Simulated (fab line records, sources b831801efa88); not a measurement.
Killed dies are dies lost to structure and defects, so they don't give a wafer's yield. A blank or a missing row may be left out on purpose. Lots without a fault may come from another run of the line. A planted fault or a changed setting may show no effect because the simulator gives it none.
Which tool did it? | flow gf180mcu | 6 lots, 18 wafers sampled, at 1 step of a route of 602

WHAT THE GAUGES READ, wafer by wafer
GF_STI_CD_MEAS_12: target cd 220 nm.
lot  | measured    | on        | cd_nm (nm)
L156 | day 2 08:11 | cd_sem-01 | 219.8 220.5 220.1
L158 | day 2 16:29 | cd_sem-01 | 219.7 220.6 220.0
L160 | day 3 04:05 | cd_sem-02 | 220.8 221.4 220.4
L164 | day 3 23:31 | cd_sem-01 | 218.3 218.4 218.7
L170 | day 5 06:32 | cd_sem-02 | 219.6 217.9 219.2
L177 | day 6 19:10 | cd_sem-01 | 221.5 222.2 220.7

WHICH TOOL RAN EACH LOT (tool, then ch and the chambers of the sampled wafers, then the start)
The record holds no process step before these readings.

THE ANSWER, worked out from the rows above alone
Rule: what is usual is taken from the lots themselves. Put in order of their means at a reading, lots are off if they are a third of the lots or fewer, leave a main group of 4 or more, and stand apart from it by a gap of 3 or more times the standard deviation of the main group's means; of several such gaps the widest counts. A main group whose means are all the same, to the digits that the tables above print for the reading, isn't used. A lot without any number at a reading at which 4 lots or more have one is off too. The other lots that the step has rows for count as sound.
No lot is off at any reading shown: from this, nothing can be told.

WHAT THE SIMULATOR HAD PUT IN
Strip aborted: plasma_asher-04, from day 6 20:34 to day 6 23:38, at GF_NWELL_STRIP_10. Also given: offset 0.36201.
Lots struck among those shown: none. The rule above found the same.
